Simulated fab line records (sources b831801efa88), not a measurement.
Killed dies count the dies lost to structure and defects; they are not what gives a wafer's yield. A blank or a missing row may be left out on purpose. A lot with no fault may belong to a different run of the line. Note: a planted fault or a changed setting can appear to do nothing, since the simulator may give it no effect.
fab line records -- flow sky130
record: lots: 11, wafers: 32, last_day: 50
route steps=708 shown METAL5@664 PASSIVATION@681 PAD_OPEN@701
lots untouched by any fault: they come from a run of this same line in which no faults occurred
start_h: start of the lot's first displayed wafer, in hours after the record's first day -- wait_h: hours from the lot's prior step to this one -- " the same as in the row above -- L1.1+2: a single row standing in for several wafers -- - value missing, or start not given -- * or withheld: withheld -- < > ~ a bound
route shown NAME@n: NAME is a module with steps in the file, n the number in the route of the first one -- usual: average and standard deviation across the fault-free wafers -- same: alike in all rows -- chamber/n: place in a boat -- sites: readings site by site -- _std_site: their standard deviation -- _edge_site: mean of outer sites minus mean of inner sites -- radius_mm: how far each site lies from the wafer's centre -- mask NAME#n: copy n -- behind: the most recent tool/chamber to have shaped the wafer -- hold: what put the lot on hold/how long, in hours/how the hold closed -- device: the transistor (n, p or np) that didn't switch -- end of line: the tests these same wafers got at the end of their route -- step lacking rows: just its recipe -- killed: at the first sort, the dies lost to defects and structure; wafer yield is something else -- map: a wafer's dies, x killed, . not, _ none there
set.NAME: the setting that was run; set.NAME@STEP: the one run at that earlier step -- model.NAME: the simulator's own value behind a step, which no gauge read
route steps across a sampled set of lots; one table per step, one row per wafer
services: from which hour (start_h, from the record's first day; less than 0 if before it) a tool's chamber was out of use, for how many hours, and why
== steps ==
step: SKY_METAL5_SPUTTER_03
recipe: material: Ti, target_thk_nm: 5, power_w: 3000, time_s: 3.3, chamber_pressure_pa: 0.4
usual: throttle_valve_pct: 29.3/0.88
lot.wafer,tool,chamber,start_h,wait_h,throttle_valve_pct
L784.1,pvd_sputter-01,-,1005.24,0.0,28.9
L784.2,pvd_sputter-01,-,1005.24,0.0,28.5
L784.5,pvd_sputter-01,-,1005.24,0.0,29.4
L785.2,pvd_sputter-01,-,1014.11,0.0,29.1
L785.3,pvd_sputter-01,-,1014.11,0.0,29.7
L785.5,pvd_sputter-01,-,1014.11,0.0,29.5
L787.3,pvd_sputter-02,-,1025.27,0.0,29.0
L787.4,pvd_sputter-02,-,1025.27,0.0,31.4
L787.5,pvd_sputter-02,-,1025.27,0.0,27.8
L789.2,pvd_sputter-01,-,1039.16,0.0,29.6
L789.5,pvd_sputter-01,-,1039.16,0.0,29.7
L789.6,pvd_sputter-01,-,1039.16,0.0,29.1
L790.1,pvd_sputter-04,-,1046.78,0.0,29.3
L790.2,pvd_sputter-04,-,1046.78,0.0,29.4
L790.3,pvd_sputter-04,-,1046.78,0.0,30.0
L791.1,pvd_sputter-04,-,1050.81,0.0,29.4
L791.5,pvd_sputter-04,-,1050.81,0.0,29.2
L791.6,pvd_sputter-04,-,1050.81,0.0,30.0
L797.3,pvd_sputter-04,-,1093.99,0.0,29.2
L797.6,pvd_sputter-04,-,1093.99,0.0,29.7
L798.2,pvd_sputter-02,-,1101.03,0.0,27.9
L798.4,pvd_sputter-02,-,1101.03,0.0,28.8
L798.6,pvd_sputter-02,-,1101.03,0.0,27.8
L802.1,pvd_sputter-01,-,1118.25,0.0,29.1
L802.2,pvd_sputter-01,-,1118.25,0.0,28.2
L802.6,pvd_sputter-01,-,1118.25,0.0,29.5
L805.1,pvd_sputter-02,-,1148.93,0.0,31.0
L805.3,pvd_sputter-02,-,1148.93,0.0,27.6
L805.6,pvd_sputter-02,-,1148.93,0.0,31.1
L806.1,pvd_sputter-01,-,1149.23,0.0,29.5
L806.2,pvd_sputter-01,-,1149.23,0.0,29.4
L806.4,pvd_sputter-01,-,1149.23,0.0,28.4
step: SKY_PASSIVATION_CVD_00
recipe: material: SiO2, target_thk_nm: 90, temp_c: 400, time_s: withheld, rf_w: 600
usual: heater_power_outer_w: 399/65, heater_power_w: 665/91
lot.wafer,tool,chamber,start_h,wait_h,heater_power_outer_w,heater_power_w
L784.1,pecvd-03,2,1029.10,0.0,318,527
L784.2,pecvd-03,0,1029.10,0.0,393,659
L784.5,pecvd-03,0,1029.10,0.0,393,686
L785.2,pecvd-04,0,1037.11,0.0,339,571
L785.3,pecvd-04,1,1037.11,0.0,450,724
L785.5,pecvd-04,0,1037.11,0.0,345,554
L787.3,pecvd-04,1,1047.94,0.0,428,691
L787.4,pecvd-04,0,1047.94,0.0,354,609
L787.5,pecvd-04,1,1047.94,0.0,416,676
L789.2,pecvd-02,2,1061.46,0.0,345,593
L789.5,pecvd-02,2,1061.46,0.0,340,597
L789.6,pecvd-02,1,1061.46,0.0,345,601
L790.1,pecvd-02,1,1069.38,0.0,380,632
L790.2,pecvd-02,2,1069.38,0.0,359,629
L790.3,pecvd-02,0,1069.38,0.0,500,739
L791.1,pecvd-04,0,1073.62,0.0,396,647
L791.5,pecvd-04,1,1073.62,0.0,480,761
L791.6,pecvd-04,0,1073.62,0.0,395,629
L797.3,pecvd-02,1,1113.96,0.0,378,628
L797.6,pecvd-02,1,1113.96,0.0,379,657
L798.2,pecvd-03,2,1122.00,0.0,298,492
L798.4,pecvd-03,1,1122.00,0.0,519,862
L798.6,pecvd-03,0,1122.00,0.0,282,545
L802.1,pecvd-04,1,1138.11,0.0,490,755
L802.2,pecvd-04,2,1138.11,0.0,410,730
L802.6,pecvd-04,2,1138.11,0.0,421,740
L805.1,pecvd-02,2,1167.34,0.0,354,584
L805.3,pecvd-02,0,1167.34,0.0,462,742
L805.6,pecvd-02,2,1167.34,0.0,348,618
L806.1,pecvd-03,1,1167.81,0.0,472,821
L806.2,pecvd-03,2,1167.81,0.0,288,480
L806.4,pecvd-03,0,1167.81,0.0,366,677
step: SKY_PASSIVATION_CVD_02
recipe: material: Si3N4, target_thk_nm: 540, temp_c: 400, time_s: withheld, rf_w: 450
usual: heater_power_outer_w: 429/77, heater_power_w: 710/120
lot.wafer,tool,chamber,start_h,wait_h,heater_power_outer_w,heater_power_w
L784.1,pecvd-04,0,1029.18,0.1,395,627
L784.2,pecvd-04,1,1029.18,0.1,448,722
L784.5,pecvd-04,2,1029.18,0.1,453,776
L785.2,pecvd-02,0,1037.19,0.0,483,749
L785.3,pecvd-02,1,1037.19,0.0,427,683
L785.5,pecvd-02,2,1037.19,0.0,341,606
L787.3,pecvd-02,0,1048.02,0.0,537,826
L787.4,pecvd-02,1,1048.02,0.0,325,565
L787.5,pecvd-02,0,1048.02,0.0,560,834
L789.2,pecvd-04,0,1061.55,0.0,381,644
L789.5,pecvd-04,2,1061.55,0.0,374,663
L789.6,pecvd-04,1,1061.55,0.0,449,711
L790.1,pecvd-03,0,1069.47,0.1,424,738
L790.2,pecvd-03,2,1069.47,0.1,363,568
L790.3,pecvd-03,1,1069.47,0.1,557,930
L791.1,pecvd-03,2,1073.70,0.1,323,513
L791.5,pecvd-03,0,1073.70,0.1,419,743
L791.6,pecvd-03,1,1073.70,0.1,500,869
L797.3,pecvd-03,0,1114.04,0.0,418,714
L797.6,pecvd-03,2,1114.04,0.0,393,592
L798.2,pecvd-04,1,1122.08,0.0,530,834
L798.4,pecvd-04,1,1122.08,0.0,414,667
L798.6,pecvd-04,1,1122.08,0.0,431,713
L802.1,pecvd-02,0,1138.20,0.1,536,849
L802.2,pecvd-02,1,1138.20,0.1,378,633
L802.6,pecvd-02,0,1138.20,0.1,559,866
L805.1,pecvd-04,1,1167.42,0.1,523,808
L805.3,pecvd-04,2,1167.42,0.1,382,649
L805.6,pecvd-04,0,1167.42,0.1,346,579
L806.1,pecvd-02,2,1167.90,0.1,338,571
L806.2,pecvd-02,1,1167.90,0.1,427,689
L806.4,pecvd-02,0,1167.90,0.1,562,860
step: SKY_PASSIVATION_THK_MEAS_03
recipe: reads: Si3N4_of_PASSIVATION_CVD_02
usual: PASSIVATION_CVD_02_THK: 539/6.3
lot.wafer,tool,chamber,start_h,wait_h,PASSIVATION_CVD_02_THK[nm]
L784.1,film_metro-04,-,1029.40,-,539
L784.2,film_metro-04,-,1029.40,-,541
L784.5,film_metro-04,-,1029.40,-,537
L785.2,film_metro-01,-,1037.42,-,535
L785.3,film_metro-01,-,1037.42,-,550
L785.5,film_metro-01,-,1037.42,-,549
L787.3,film_metro-01,-,1048.27,-,534
L787.4,film_metro-01,-,1048.27,-,549
L787.5,film_metro-01,-,1048.27,-,537
L789.2,film_metro-02,-,1061.79,-,538
L789.5,film_metro-02,-,1061.79,-,543
L789.6,film_metro-02,-,1061.79,-,547
L790.1,film_metro-02,-,1069.69,-,534
L790.2,film_metro-02,-,1069.69,-,531
L790.3,film_metro-02,-,1069.69,-,535
L791.1,film_metro-02,-,1073.92,-,534
L791.5,film_metro-02,-,1073.92,-,550
L791.6,film_metro-02,-,1073.92,-,548
L797.3,film_metro-04,-,1114.29,-,534
L797.6,film_metro-04,-,1114.29,-,582
L798.2,film_metro-01,-,1122.43,-,548
L798.4,film_metro-01,-,1122.43,-,548
L798.6,film_metro-01,-,1122.43,-,548
L802.1,film_metro-02,-,1138.42,-,538
L802.2,film_metro-02,-,1138.42,-,543
L802.6,film_metro-02,-,1138.42,-,548
L805.1,film_metro-04,-,1167.65,-,534
L805.3,film_metro-04,-,1167.65,-,536
L805.6,film_metro-04,-,1167.65,-,545
L806.1,film_metro-01,-,1168.12,-,540
L806.2,film_metro-01,-,1168.12,-,539
L806.4,film_metro-01,-,1168.12,-,542
step: SKY_PAD_OPEN_ETCH_07
recipe: chemistry: CF4/O2, target_depth_nm: 725, stop_on: AlCu, source_w: 800, bias_w: 150, pressure_mtorr: 150, cf4_flow_sccm: 80, O2_flow_sccm: 10, time_s: 161.1
usual: drypump_motor_current_A: 5.7/0.4, oes_product_au: 0.978/0.0067, throttle_valve_pct: 5.965/0.0091
lot.wafer,tool,chamber,start_h,wait_h,drypump_motor_current_A,oes_product_au,rf_hours_counter_h,throttle_valve_pct
L784.1,rie_diel-02,0,1072.82,-,6.0,0.980,19,5.960
L784.2,rie_diel-02,3,1072.82,-,5.9,0.977,17,5.968
L784.5,rie_diel-02,1,1072.82,-,5.7,0.969,-,5.959
L785.2,rie_diel-03,3,1079.46,-,6.0,0.979,17,5.976
L785.3,rie_diel-03,2,1079.46,-,5.8,0.974,21,5.954
L785.5,rie_diel-03,0,1079.46,-,5.0,0.982,-,5.960
L787.3,rie_diel-02,0,1090.16,-,6.0,0.978,20,5.954
L787.4,rie_diel-02,2,1090.16,-,5.2,0.980,15,5.967
L787.5,rie_diel-02,3,1090.16,-,5.9,0.970,-,5.967
L789.2,rie_diel-02,0,1103.46,-,6.0,0.973,20,5.979
L789.5,rie_diel-02,2,1103.46,-,5.2,0.978,-,5.968
L789.6,rie_diel-02,1,1103.46,-,5.7,0.983,-,5.967
L790.1,rie_diel-02,1,1111.12,-,5.7,0.972,17,5.963
L790.2,rie_diel-02,0,1111.12,-,6.1,0.978,21,5.965
L790.3,rie_diel-02,2,1111.12,-,5.2,0.973,16,5.956
L791.1,rie_diel-01,1,1114.06,-,6.0,0.974,15,5.954
L791.5,rie_diel-01,1,1114.06,-,5.9,0.978,-,5.968
L791.6,rie_diel-01,2,1114.06,-,5.5,0.987,-,5.958
L797.3,rie_diel-03,3,1151.87,-,6.0,0.966,20,5.957
L797.6,rie_diel-03,0,1151.87,-,4.9,1.007,-,5.968
L798.2,rie_diel-01,2,1159.36,-,5.5,0.988,26,5.959
L798.4,rie_diel-01,0,1159.36,-,4.9,0.976,13,5.967
L798.6,rie_diel-01,1,1159.36,-,5.9,0.975,-,5.945
L802.1,rie_diel-03,2,1173.86,-,5.8,0.969,24,5.962
L802.2,rie_diel-03,3,1173.86,-,6.0,0.974,20,5.960
L802.6,rie_diel-03,2,1173.86,-,5.7,0.982,-,5.974
L805.1,rie_diel-03,1,1199.81,-,5.6,0.979,25,5.958
L805.3,rie_diel-03,0,1199.81,-,5.0,0.974,11,5.967
L805.6,rie_diel-03,0,1199.81,-,5.0,0.984,-,5.971
L806.1,rie_diel-03,1,1200.17,-,5.6,0.982,25,5.968
L806.2,rie_diel-03,3,1200.17,-,6.0,0.970,22,5.977
L806.4,rie_diel-03,2,1200.17,-,5.8,0.982,25,5.960
step: SKY_PAD_OPEN_STRIP_08
recipe: chemistry: O2/N2, power_w: 1400, pressure_mtorr: 1500, platen_temp_c: withheld, overash_fraction: 0.7, o2_flow_sccm: 3000, n2_flow_sccm: 300
usual: drypump_motor_current_A: 5.3/0.4, oes_product_au: 0.663/0.0046
lot.wafer,tool,chamber,start_h,wait_h,drypump_motor_current_A,oes_product_au,rf_hours_counter_h
L784.1,plasma_asher-03,1,1072.93,0.1,4.8,0.666,90
L784.2,plasma_asher-03,0,1072.93,0.1,5.3,0.670,90
L784.5,plasma_asher-03,0,1072.93,0.1,5.3,0.660,-
L785.2,plasma_asher-01,0,1079.57,0.1,5.1,0.662,34
L785.3,plasma_asher-01,0,1079.57,0.1,5.1,0.664,-
L785.5,plasma_asher-01,1,1079.57,0.1,5.5,0.664,-
L787.3,plasma_asher-03,1,1090.30,0.1,4.9,0.659,-
L787.4,plasma_asher-03,0,1090.30,0.1,5.3,0.662,-
L787.5,plasma_asher-03,1,1090.30,0.1,4.9,0.658,-
L789.2,plasma_asher-03,1,1103.57,0.1,4.8,0.657,93
L789.5,plasma_asher-03,1,1103.57,0.1,4.8,0.675,-
L789.6,plasma_asher-03,0,1103.57,0.1,5.3,0.672,-
L790.1,plasma_asher-03,0,1111.23,0.1,5.3,0.657,94
L790.2,plasma_asher-03,1,1111.23,0.1,4.9,0.664,94
L790.3,plasma_asher-03,0,1111.23,0.1,5.3,0.668,-
L791.1,plasma_asher-03,1,1114.17,0.1,4.9,0.659,95
L791.5,plasma_asher-03,1,1114.17,0.1,4.8,0.668,-
L791.6,plasma_asher-03,0,1114.17,0.1,5.3,0.662,-
L797.3,plasma_asher-04,0,1152.01,0.1,5.9,0.657,-
L797.6,plasma_asher-04,0,1152.01,0.1,5.9,0.665,-
L798.2,plasma_asher-03,1,1159.47,0.1,4.8,0.669,99
L798.4,plasma_asher-03,1,1159.47,0.1,4.8,0.664,-
L798.6,plasma_asher-03,0,1159.47,0.1,5.3,0.670,-
L802.1,plasma_asher-01,1,1173.97,0.1,5.5,0.662,44
L802.2,plasma_asher-01,0,1173.97,0.1,5.1,0.657,44
L802.6,plasma_asher-01,0,1173.97,0.1,5.1,0.658,-
L805.1,plasma_asher-01,0,1199.92,0.1,5.1,0.668,48
L805.3,plasma_asher-01,1,1199.92,0.1,5.4,0.660,-
L805.6,plasma_asher-01,1,1199.92,0.1,5.5,0.672,-
L806.1,plasma_asher-01,0,1200.28,0.1,5.1,0.664,48
L806.2,plasma_asher-01,1,1200.28,0.1,5.5,0.660,48
L806.4,plasma_asher-01,0,1200.28,0.1,5.1,0.663,-
== services ==
tool,chamber,start_h,hours,kind
rie_diel-02,0,986.08,10.7,repair
plasma_asher-03,-,988.18,1.3,repair
rie_diel-02,0,1009.67,21.2,repair
rie_diel-02,2,1012.58,4.7,repair
rie_diel-03,-,1022.76,0.2,repair
pecvd-03,-,1023.05,1.9,repair
rie_diel-03,1,1035.06,9.0,repair
pecvd-03,-,1036.67,1.6,repair
pvd_sputter-01,-,1042.28,5.3,repair
plasma_asher-03,-,1065.66,5.3,pm
pecvd-03,0,1075.16,4.4,repair
pecvd-04,-,1078.56,1.3,repair
pecvd-03,-,1083.84,0.6,repair
rie_diel-02,3,1109.43,8.3,repair
rie_diel-03,-,1109.44,2.8,pm
pvd_sputter-01,-,1116.51,0.7,repair
pvd_sputter-01,-,1126.93,2.1,repair
plasma_asher-03,-,1132.75,1.9,repair
rie_diel-03,1,1145.02,1.2,repair
rie_diel-03,0,1169.50,8.7,repair
rie_diel-03,2,1170.26,1.9,repair
pecvd-04,-,1172.15,0.6,repair
plasma_asher-03,-,1182.78,2.6,repair
pecvd-02,-,1197.58,5.5,pm
== key ==
first_sign: step: SKY_PASSIVATION_THK_MEAS_03, reading: PASSIVATION_CVD_02_THK, direction: up, sigmas: 6.8, usual: 539, struck: 582
effect: step: SKY_PAD_OPEN_ETCH_07, reading: oes_product_au, direction: up, sigmas: 4.4, usual: 0.978, struck: 1.007
met_at SKY_PASSIVATION_CVD_02
struck_lots L797
struck_wafers L797.6
not_acting_at SKY_METAL5_SPUTTER_03,SKY_PASSIVATION_CVD_00,SKY_PAD_OPEN_STRIP_08
onset_between 1073.70 1114.04
fault: kind: process_parameter_drift, tool: pecvd-03, chamber: -, onset_h: 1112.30, steps: SKY_PASSIVATION_CVD_02, channel: time_s, offset: withheld, shape: step, end_h: 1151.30, scope: struck_wafers_only, acts_in: *
